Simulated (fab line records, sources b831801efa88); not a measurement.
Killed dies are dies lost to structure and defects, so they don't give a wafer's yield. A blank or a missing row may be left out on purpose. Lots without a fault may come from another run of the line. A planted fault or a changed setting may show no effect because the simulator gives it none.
Which tool did it? | flow gf180mcu | 12 lots, 36 wafers sampled, at 6 steps of a route of 602

WHAT THE GAUGES READ, wafer by wafer
GF_M3_CD_MEAS_14: target cd 280 nm. Usual: cd_nm 280.5 nm, standard deviation 1.1.
lot  | measured     | on        | cd_nm (nm)        | flag
L155 | day 22 19:40 | cd_sem-02 | 280.1 281.2 280.5 |
L156 | day 23 00:43 | cd_sem-02 | 280.5 279.9 279.6 |
L158 | day 23 15:47 | cd_sem-01 | 280.1 280.1 278.7 |
L160 | day 24 06:10 | cd_sem-01 | 281.7 281.4 281.3 |
L163 | day 25 08:02 | cd_sem-02 | 279.6 281.5 281.2 |
L164 | day 25 13:01 | cd_sem-02 | 280.7 280.6 281.5 |
L165 | day 26 01:50 | cd_sem-01 | 279.5 279.4 280.6 |
L168 | day 26 20:17 | cd_sem-02 | 280.1 279.8 278.8 |
L171 | day 27 15:48 | cd_sem-01 | 280.4 281.3 279.2 |
L172 | day 28 00:20 | cd_sem-02 | 283.2 281.7 283.8 |
L173 | day 28 10:51 | cd_sem-02 | 279.8 279.3 280.8 |
L174 | day 28 12:23 | cd_sem-02 | 278.4 279.1 279.6 |

GF_M4_RS_MEAS_05: measures by four-point-probe. Usual: M4_ALCU_RS 0.0696 ohm/sq, standard deviation 0.0011.
lot  | measured     | on            | M4_ALCU_RS (ohm/sq)  | flag
L155 | day 23 21:20 | film_metro-04 | 0.0681 0.0691 0.0682 |
L156 | day 24 01:47 | film_metro-02 | 0.0698 0.0712 0.0696 |
L158 | day 24 17:04 | film_metro-02 | 0.0685 0.0688 0.0684 |
L160 | day 25 06:59 | film_metro-04 | 0.0685 0.0715 0.0690 |
L163 | day 26 08:25 | film_metro-02 | 0.0700 0.0688 0.0687 |
L164 | day 26 12:49 | film_metro-01 | 0.0722 0.0710 0.0721 |
L165 | day 27 02:34 | film_metro-02 | 0.0696 0.0702 0.0721 |
L168 | day 27 20:10 | film_metro-04 | 0.0687 0.0701 0.0702 |
L171 | day 28 15:13 | film_metro-04 | 0.0694 0.0692 0.0683 |
L172 | day 28 22:56 | film_metro-04 | 0.0690 0.0583 0.0597 | OFF
L173 | day 29 09:35 | film_metro-02 | 0.0690 0.0590 0.0705 | OFF
L174 | day 29 11:19 | film_metro-02 | 0.0702 0.0697 0.0687 |

GF_M4_THK_MEAS_06: measures by xrf. Usual: M4_ALCU_THK 452 nm, standard deviation 8.4.
lot  | measured     | on            | M4_ALCU_THK (nm) | flag
L155 | day 23 21:27 | film_metro-04 | 466 460 466      |
L156 | day 24 01:53 | film_metro-02 | 447 439 448      |
L158 | day 24 17:11 | film_metro-02 | 458 454 457      |
L160 | day 25 07:06 | film_metro-04 | 462 441 458      |
L163 | day 26 08:32 | film_metro-02 | 448 456 456      |
L164 | day 26 12:56 | film_metro-01 | 436 443 434      |
L165 | day 27 02:41 | film_metro-02 | 449 445 431      |
L168 | day 27 20:17 | film_metro-04 | 457 450 448      |
L171 | day 28 15:19 | film_metro-04 | 456 454 460      |
L172 | day 28 23:04 | film_metro-04 | 452 538 526      | OFF
L173 | day 29 09:42 | film_metro-02 | 451 526 442      |
L174 | day 29 11:26 | film_metro-02 | 443 446 454      |

GF_M4_OVL_MEAS_15. Usual: M4_OVL 0 nm, standard deviation 5.1.
lot  | measured     | on         | M4_OVL (nm) | flag
L155 | day 24 19:14 | overlay-02 | 6 9 2       |
L156 | day 24 23:28 | overlay-02 | 2 3 2       |
L158 | day 25 14:59 | overlay-02 | -8 -3 -3    |
L160 | day 26 03:49 | overlay-02 | -2 0 2      |
L163 | day 27 04:49 | overlay-01 | 0 -3 -6     |
L164 | day 27 09:41 | overlay-01 | 2 5 4       |
L165 | day 27 22:40 | overlay-01 | 2 9 -1      |
L168 | day 28 16:01 | overlay-01 | -6 -6 -1    |
L171 | day 29 10:41 | overlay-01 | -13 -7 1    |
L172 | day 29 18:11 | overlay-01 | 1 6 -2      |
L173 | day 30 04:10 | overlay-01 | -1 -4 -7    |
L174 | day 30 06:07 | overlay-01 | 0 1 3       |

WHICH TOOL RAN EACH LOT (tool, then ch and the chambers of the sampled wafers, then the start)
lot  | GF_V3_STRIP_18                       | GF_M4_SPUTTER_02
L155 | plasma_asher-04 ch 0,1, day 23 19:52 | pvd_sputter-02, day 23 21:14
L156 | plasma_asher-04 ch 0,1, day 24 00:17 | pvd_sputter-01, day 24 01:39
L158 | plasma_asher-04 ch 0,1, day 24 15:37 | pvd_sputter-02, day 24 16:58
L160 | plasma_asher-01 ch 0,1, day 25 05:31 | pvd_sputter-01, day 25 06:53
L163 | plasma_asher-03 ch 0,1, day 26 06:58 | pvd_sputter-01, day 26 08:19
L164 | plasma_asher-01 ch 0,1, day 26 11:22 | pvd_sputter-01, day 26 12:44
L165 | plasma_asher-01 ch 0,1, day 27 01:07 | pvd_sputter-01, day 27 02:29
L168 | plasma_asher-01 ch 0,1, day 27 18:43 | pvd_sputter-04, day 27 20:04
L171 | plasma_asher-04 ch 0,1, day 28 13:45 | pvd_sputter-04, day 28 15:05
L172 | plasma_asher-01 ch 0,1, day 28 21:10 | pvd_sputter-01, day 28 22:51
L173 | plasma_asher-03 ch 0,1, day 29 08:07 | pvd_sputter-01, day 29 09:29
L174 | plasma_asher-03 ch 0,1, day 29 09:49 | pvd_sputter-04, day 29 11:13
- GF_V3_STRIP_18: strips in O2/N2.
- GF_M4_SPUTTER_02: material AlCu, target thk 450 nm, time 23.9 s.

WHAT THE TOOLS THEMSELVES READ (means of the sampled wafers that have a number; where no wafer has one, the mark that the record gives instead)
GF_V3_STRIP_18. Usual: drypump_motor_current_A 5.8 A, standard deviation 0.35; heater_power_w 310 W, standard deviation 32; oes_product_au 0.593 a.u., standard deviation 0.0052.
lot  | tool            | drypump_motor_current_A (A) | heater_power_w (W) | oes_product_au (a.u.) | flag
L155 | plasma_asher-04 | 5.6                         | 286                | 0.591                 |
L156 | plasma_asher-04 | 5.7                         | 300                | 0.593                 |
L158 | plasma_asher-04 | 5.5                         | 289                | 0.594                 |
L160 | plasma_asher-01 | 6.0                         | 317                | 0.589                 |
L163 | plasma_asher-03 | 5.6                         | 353                | 0.594                 |
L164 | plasma_asher-01 | 6.0                         | 311                | 0.598                 |
L165 | plasma_asher-01 | 6.2                         | 297                | 0.592                 |
L168 | plasma_asher-01 | 6.0                         | 315                | 0.594                 |
L171 | plasma_asher-04 | 5.7                         | 305                | 0.590                 |
L172 | plasma_asher-01 | 6.2                         | 299                | 0.589                 |
L173 | plasma_asher-03 | 5.6                         | 348                | 0.592                 |
L174 | plasma_asher-03 | 5.5                         | 366                | 0.588                 |

GF_M4_SPUTTER_02. Usual: throttle_valve_pct 30.3 %, standard deviation 0.78.
lot  | tool           | throttle_valve_pct (%) | flag
L155 | pvd_sputter-02 | 30.7                   |
L156 | pvd_sputter-01 | 29.5                   |
L158 | pvd_sputter-02 | 31.0                   |
L160 | pvd_sputter-01 | 30.0                   |
L163 | pvd_sputter-01 | 29.9                   |
L164 | pvd_sputter-01 | 30.6                   |
L165 | pvd_sputter-01 | 29.8                   |
L168 | pvd_sputter-04 | 30.4                   |
L171 | pvd_sputter-04 | 30.3                   |
L172 | pvd_sputter-01 | 30.5                   |
L173 | pvd_sputter-01 | 30.6                   |
L174 | pvd_sputter-04 | 29.9                   |

THE ANSWER, worked out from the rows above alone
Rule: a lot is off if the mean of its wafers that have a number lies more than 3 standard deviations from the usual mean. A lot without any number at a reading at which 4 lots or more have one is off too. The other lots that the step has rows for count as sound. The gauges are gone through in route order, then the tools' own readings, and for those a lot's mean is taken as printed above. The first step at which some lot is off is used, and at that step the reading that is off furthest; a lot without a number counts as furthest.
Off: L172, L173, at GF_M4_RS_MEAS_05 (M4_ALCU_RS).
A tool fits if, at a process step before that reading, it ran every lot that is off, and no sound lot after the first of them. The gauges at GF_M4_RS_MEAS_05 are tried like those tools. One fits: pvd_sputter-01 at GF_M4_SPUTTER_02. Its last sound lot is L165 (day 27 02:29), its first lot that is off L172 (day 28 22:51): a fault that began between those two fits.

WHAT THE SIMULATOR HAD PUT IN
Process parameter drift: pvd_sputter-01, from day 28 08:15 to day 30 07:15, at GF_M4_SPUTTER_02. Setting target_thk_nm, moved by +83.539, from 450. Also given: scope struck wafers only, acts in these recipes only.
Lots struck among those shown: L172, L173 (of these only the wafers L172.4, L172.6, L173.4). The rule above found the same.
